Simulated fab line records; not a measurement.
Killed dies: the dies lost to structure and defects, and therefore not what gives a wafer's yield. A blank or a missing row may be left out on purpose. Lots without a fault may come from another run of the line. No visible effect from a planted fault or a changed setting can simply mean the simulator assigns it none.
The tool behind it: which one? | flow sky130 | Sampling: 13 lots, 39 wafers, 3 of 708 route steps

WHAT EACH GAUGE READ, for each wafer
SKY_LDD_HVP_OVL_MEAS_07. Usual: for LDD_HVP_OVL the level is 0.8 nm and the standard deviation is 1.2.
lot  | measured     | on         | LDD_HVP_OVL (nm) | flag
L542 | day 22 19:04 | overlay-02 | 0.5 2.1 0.5      |
L541 | day 22 18:02 | overlay-02 | 0.6 0.2 -1.4     |
L544 | day 22 19:47 | overlay-02 | 0.3 0.6 0.7      |
L547 | day 24 22:31 | overlay-01 | 0.7 0.8 1.2      |
L546 | day 24 23:43 | overlay-01 | 2.4 1.4 1.5      |
L549 | day 25 01:22 | overlay-02 | 1.6 0.5 -0.1     |
L551 | day 25 11:52 | overlay-02 | -0.2 -0.3 -1.4   |
L552 | day 25 16:13 | overlay-02 | 1.4 2.2 1.4      |
L557 | day 27 13:19 | overlay-02 | 1.0 0.1 0.0      |
L558 | day 27 18:55 | overlay-02 | 1.0 -0.8 0.3     |
L561 | day 28 17:50 | overlay-01 | 1.0 0.2 0.5      |
L563 | day 29 13:25 | overlay-02 | 2.2 2.7 1.9      |
L564 | day 29 18:37 | overlay-02 | 0.0 -1.0 -1.4    |

SKY_LDD_LDN_OVL_MEAS_07. Usual: for LDD_LDN_OVL the level is 0.7 nm and the standard deviation is 1.3.
lot  | measured     | on         | LDD_LDN_OVL (nm) | flag
L542 | day 24 01:16 | overlay-02 | -1.6 -0.7 -1.9   |
L541 | day 24 00:38 | overlay-02 | 1.5 1.9 1.7      |
L544 | day 24 01:35 | overlay-02 | -0.2 0.2 -2.0    |
L547 | day 26 05:01 | overlay-02 | 1.9 1.1 -0.1     |
L546 | day 26 05:19 | overlay-01 | 1.8 1.4 2.1      |
L549 | day 26 07:10 | overlay-02 | 1.1 -0.2 0.6     |
L551 | day 26 17:22 | overlay-02 | 2.6 2.6 1.2      |
L552 | day 26 21:34 | overlay-02 | 2.5 1.7 2.2      |
L557 | day 28 17:31 | overlay-02 | -0.4 -0.7 -0.6   |
L558 | day 28 23:18 | overlay-02 | -0.4 0.9 0.0     |
L561 | day 29 22:26 | overlay-02 | -0.3 0.9 1.4     |
L563 | day 30 17:46 | overlay-02 | -0.8 0.7 0.4     |
L564 | day 30 22:38 | overlay-02 | 0.7 1.9 0.1      |

TOOL THAT RAN EACH LOT (tool first, then ch and the chambers of the sampled wafers, then the start)
lot  | SKY_VT_ADJUST_NCORE_STRIP_10
L542 | plasma-asher-04 ch 0,1, day 9 10:34
L541 | plasma-asher-02 ch 0,1, day 9 11:29
L544 | plasma-asher-01 ch 0,1, day 9 12:37
L547 | plasma-asher-02 ch 0,1, day 10 05:58
L546 | plasma-asher-01 ch 0,1, day 10 07:16
L549 | plasma-asher-04 ch 0,1, day 11 01:08
L551 | plasma-asher-02 ch 0,1, day 11 11:37
L552 | plasma-asher-01 ch 0,1, day 11 21:56
L557 | plasma-asher-01 ch 0,1, day 13 15:25
L558 | plasma-asher-01 ch 0,1, day 13 19:38
L561 | plasma-asher-02 ch 0,1, day 14 12:29
L563 | plasma-asher-04 ch 1, day 15 05:02
L564 | plasma-asher-04 ch 0,1, day 15 13:46
- SKY_VT_ADJUST_NCORE_STRIP_10: strips in O2/N2.

AS READ BY THE TOOLS THEMSELVES (means over the sampled wafers that have a number; for cases with no such wafer, the mark the record gives instead)
SKY_VT_ADJUST_NCORE_STRIP_10. Usual: drypump-motor-current-A 5.87 A, standard deviation 0.27; oes-product-au 0.715 a.u., standard deviation 0.0046; strip-time-to-endpoint-s 14.01 s, standard deviation 0.04.
lot  | tool            | drypump-motor-current-A (A) | oes-product-au (a.u.) | strip-time-to-endpoint-s (s) | flag
L542 | plasma-asher-04 | 5.97                        | 0.718                 | 13.98                        |
L541 | plasma-asher-02 | 5.65                        | 0.716                 | 14.00                        |
L544 | plasma-asher-01 | 6.18                        | 0.713                 | 14.03                        |
L547 | plasma-asher-02 | 5.67                        | 0.712                 | 13.98                        |
L546 | plasma-asher-01 | 6.08                        | 0.716                 | 13.97                        |
L549 | plasma-asher-04 | 5.77                        | 0.715                 | 14.03                        |
L551 | plasma-asher-02 | 5.74                        | 0.708                 | 14.02                        |
L552 | plasma-asher-01 | 6.08                        | 0.720                 | 14.10                        |
L557 | plasma-asher-01 | 6.06                        | 0.722                 | 14.02                        |
L558 | plasma-asher-01 | 6.19                        | 0.714                 | 13.97                        |
L561 | plasma-asher-02 | 5.73                        | 0.713                 | 14.01                        |
L563 | plasma-asher-04 | 6.17                        | 0.712                 | 14.05                        |
L564 | plasma-asher-04 | 5.79                        | 0.718                 | 14.00                        |

THE ANSWER, worked out from the rows above alone
Rule: a lot counts as off when the mean over its wafers that have a number is more than 3 standard deviations away from the usual mean. A lot without any number at a reading at which 4 lots or more have one is off too. The other lots that the step has rows for count as sound. The gauges are gone through in route order, then the tools' own readings, and for those a lot's mean is taken as printed above. At the first step where some lot is off, the reading lying furthest off is the one used; lots without a number count as furthest.
Nothing can be told from this: no lot is off at any reading shown.

WHAT HAD BEEN PUT IN BY THE SIMULATOR
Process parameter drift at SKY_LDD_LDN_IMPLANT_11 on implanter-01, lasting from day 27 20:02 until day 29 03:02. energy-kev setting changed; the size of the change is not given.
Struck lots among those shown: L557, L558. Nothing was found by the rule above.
